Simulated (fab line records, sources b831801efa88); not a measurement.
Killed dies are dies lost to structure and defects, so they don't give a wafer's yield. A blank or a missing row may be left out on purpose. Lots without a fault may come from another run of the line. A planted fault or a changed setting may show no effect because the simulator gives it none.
A struck lot beside a sound one | flow sky130 | 23 steps out of a route of 708
Sound: wafers L837.1, L837.4, L837.6. Struck: wafers L841.2, L841.4, L841.5. The cause comes at the end.
At each step with rows: each side's tool, then ch and its chambers, then its first start. Under that, the readings that differ: sound wafers | struck wafers | difference of the means | sigmas: that difference in standard deviations of wafers without a fault.
alike: readings whose means differ by less than 2 such deviations, and words and numbers that are the same on both sides. not compared: withheld readings, readings that some wafer has no value for, bounds like >300 that may hide the same value, and numbers for which the record gives no deviation and whose values overlap.
The two part at a step that has a row with sigmas, a row that says differs or no value, or rows on one side only. Numbers that don't overlap but have no deviation are shown without sigmas and don't part them. A reading that every wafer of one side lacks parts them only if that side has two wafers or more.

first, 6 steps without rows for these wafers: SKY_VT_ADJUST_LVTN_HMDS_12 (prime time 60 s); SKY_VT_ADJUST_LVTN_COAT_13 (resist thk 1140 nm); SKY_VT_ADJUST_LVTN_SOFTBAKE_14 (time 60 s); SKY_VT_ADJUST_LVTN_EXPOSE_15 (exposes mask HVN STD DERIVED, target cd 600 nm); SKY_VT_ADJUST_LVTN_PEB_16; SKY_VT_ADJUST_LVTN_DEVELOP_17 (develop time 60 s).
SKY_VT_ADJUST_LVTN_OVL_MEAS_18:
  sound on overlay-02, day 11 19:28; struck on overlay-02, day 13 03:43
  alike: VT_ADJUST_LVTN_01_OVL
then, 1 step without rows for these wafers: SKY_VT_ADJUST_LVTN_IMPLANT_19.
SKY_VT_ADJUST_LVTN_STRIP_20: strips in O2/N2.
  sound on plasma_asher-01 ch 0,1, day 11 19:40; struck on plasma_asher-01 ch 1, day 13 03:53
  alike: drypump_motor_current_A, oes_product_au, strip_time_to_endpoint_s
  not compared: rf_hours_counter_h
SKY_VT_ADJUST_LVTN_TW_MEAS_21:
  sound on film_metro-03, day 11 19:46; struck on film_metro-04, day 13 04:00
  alike: VT_ADJUST_LVTN_2_TW
then, 2 steps without rows for these wafers: SKY_VT_ADJUST_NCORE_DEHYDRATE_00 (time 60 s); SKY_VT_ADJUST_NCORE_HMDS_01 (prime time 60 s).
SKY_VT_ADJUST_NCORE_COAT_02: resist thk 1140 nm.
  sound on litho_track-01 ch 0, day 12 06:44; struck on litho_track-03 ch 0, day 13 16:46
  reading                                              | sound          | struck         | difference | sigmas
  model.NOVOLAK_of_VT_ADJUST_NCORE_COAT_02.thk_nm (nm) | 1143 1141 1145 | 1121 1118 1119 | -24        |
then, 3 steps without rows for these wafers: SKY_VT_ADJUST_NCORE_SOFTBAKE_03 (time 60 s); SKY_VT_ADJUST_NCORE_EXPOSE_04 (exposes mask LVTN COMPLEMENT THIN, target cd 380 nm); SKY_VT_ADJUST_NCORE_PEB_05.
SKY_VT_ADJUST_NCORE_DEVELOP_06: develop time 60 s.
  sound on litho_track-01 ch 0, day 12 19:02; struck on litho_track-03 ch 0, day 14 05:31
  reading                                              | sound          | struck         | difference | sigmas
  model.NOVOLAK_of_VT_ADJUST_NCORE_COAT_02.thk_nm (nm) | 1143 1141 1144 | 1120 1118 1119 | -24        |
SKY_VT_ADJUST_NCORE_CD_MEAS_07: target cd 380 nm.
  sound on cd_sem-02, day 12 19:11; struck on cd_sem-01, day 14 05:40
  reading    | sound             | struck            | difference | sigmas
  cd_nm (nm) | 376.7 375.3 377.1 | 380.0 384.2 381.8 | +5.6       | +2
SKY_VT_ADJUST_NCORE_OVL_MEAS_08:
  sound on overlay-01, day 12 19:19; struck on overlay-01, day 14 05:46
  alike: VT_ADJUST_NCORE_OVL
then, 1 step without rows for these wafers: SKY_VT_ADJUST_NCORE_IMPLANT_09.
SKY_VT_ADJUST_NCORE_STRIP_10: strips in O2/N2.
  sound on plasma_asher-03 ch 1, day 12 19:30; struck on plasma_asher-04 ch 0, day 14 05:57
  reading                      | sound             | struck            | difference | sigmas
  strip_time_to_endpoint_s (s) | 14.22 14.20 14.22 | 13.96 13.92 13.93 | -0.28      | -6
  alike: drypump_motor_current_A, oes_product_au
  not compared: rf_hours_counter_h
SKY_VT_ADJUST_NCORE_TW_MEAS_11:
  sound on film_metro-04, day 12 19:36; struck on film_metro-03, day 14 06:04
  reading            | sound             | struck            | difference | sigmas
  VT_ADJUST_NCORE_TW | 220.3 218.4 218.3 | 221.9 221.9 221.3 | +2.7       | +2
SKY_PAD_OPEN_PROBE_99:
  the record has rows for the sound wafers here (prober-02, day 49 03:07) and none for the struck ones

WHERE THEY PART
First at SKY_VT_ADJUST_NCORE_CD_MEAS_07; last, within this record, at SKY_PAD_OPEN_PROBE_99.

WHY: what the simulator had put in
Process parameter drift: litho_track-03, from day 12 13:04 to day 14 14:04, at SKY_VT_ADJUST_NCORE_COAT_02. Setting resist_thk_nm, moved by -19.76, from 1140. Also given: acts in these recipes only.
